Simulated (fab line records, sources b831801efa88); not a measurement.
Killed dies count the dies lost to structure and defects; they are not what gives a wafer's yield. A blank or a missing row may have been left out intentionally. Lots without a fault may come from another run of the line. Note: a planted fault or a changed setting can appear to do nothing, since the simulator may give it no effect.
8D (eight disciplines) problem report, filled in by code / flow sky130 / the parts of the form that need people (team, actions taken, sign-off) are left out

## 1. THE PROBLEM
METAL1_ALCU_THK at SKY_METAL1_THK_MEAS_06 reads a mean of 291 nm on 6 wafers of 2 lots; wafers without a fault read 255 nm with a standard deviation of 3.3. That puts it +11 standard deviations away from the usual mean.
The step: measures by xrf.
The first sign was on wafer L214.4 at day 37 19:58, on film-metro-01. Wafers with a number at this step in the record: 42, from 14 lots. Rule for "out", or "out of limits": more than 4 standard deviations from the usual mean. The other wafers with a number count as sound.

## 2. WHAT IT IS AND WHAT IT IS NOT
question=which readings at this step | is=METAL1_ALCU_THK | is not=-
question=which lots | is=L214, L215 | is not=L200, L201, L203, L204, L207, L209, L213, L216, L218, L219, L220, L221
question=which wafers of those lots | is=all that have a number | is not=-
question=read on which gauges | is=film-metro-01 | is not=film-metro-02, film-metro-03
question=when | is=from day 37 19:58 | is not=up to then (21 sound wafers); but 15 sound wafers of L216, L218, L219, L220, L221 came after

## 3. THE SUSPECTS, EACH WITH WHAT RULES IT OUT
Counting: a tool at any process step up to the reading remains a suspect when it ran all the lots that are out and ran no sound lot after the first of those.
- the gauge at SKY_METAL1_THK_MEAS_06: kept. All the wafers that are out were read on film-metro-01, and no step on other tools shows them out.
- pecvd-03 at SKY_CONTACT_CVD_00 (deposits Si3N4, target thk 75 nm): ruled out as a lasting fault. After its first lot that is out, L214 (day 36 15:38), sound lots L218, L219 ran on it.
- pvd-sputter-04 at SKY_METAL1_SPUTTER_04 (material TiN, target thk 70 nm, time 58.3 s): ruled out as a lasting fault. After its first lot that is out, L214 (day 37 19:47), sound lots L218, L219 ran on it.
After counting, what remains is film-metro-01 at SKY_METAL1_THK_MEAS_06.

## 4. THE CAUSE (what the simulator had put in)
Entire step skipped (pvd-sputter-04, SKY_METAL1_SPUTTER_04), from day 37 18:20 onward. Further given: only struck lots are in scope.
It was ruled out by counting, in error; the rule expects a fault to strike all lots run on its tool from its start on, and this fault did not.

## 5. SEQUENCE OF EFFECTS, ordered by route
One row per reading whose mean, taken over the struck wafers that have a number, lies over 3 standard deviations from the usual. Readings are gone through only where the record gives a usual standard deviation; hours: the median, over the lots, of the time from a lot's start at the first step in this table giving one to that lot's start at this step; sigmas: the change measured in usual standard deviations.
hours=0; step=SKY_METAL1_THK_MEAS_06; reading=METAL1_ALCU_THK; usual=255 nm; on struck wafers=291; change=+36; sigmas=+11
Readings that are blank on the struck wafers while sound wafers have them: cathode-dc-power-W at SKY_METAL1_SPUTTER_04; chamber-pressure-pa at SKY_METAL1_SPUTTER_04; throttle-valve-pct at SKY_METAL1_SPUTTER_04.

## 6. WHAT WOULD HAVE CAUGHT IT SOONER
The first out-of-limits reading at a measuring or inspecting step in this record came at day 37 19:58, 2 hours after the fault's start at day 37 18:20.
At SKY_METAL1_SPUTTER_04 the tool's readings are blank on the struck wafers, where sound wafers have them: an empty tool record is the first sign, and it was there at once.
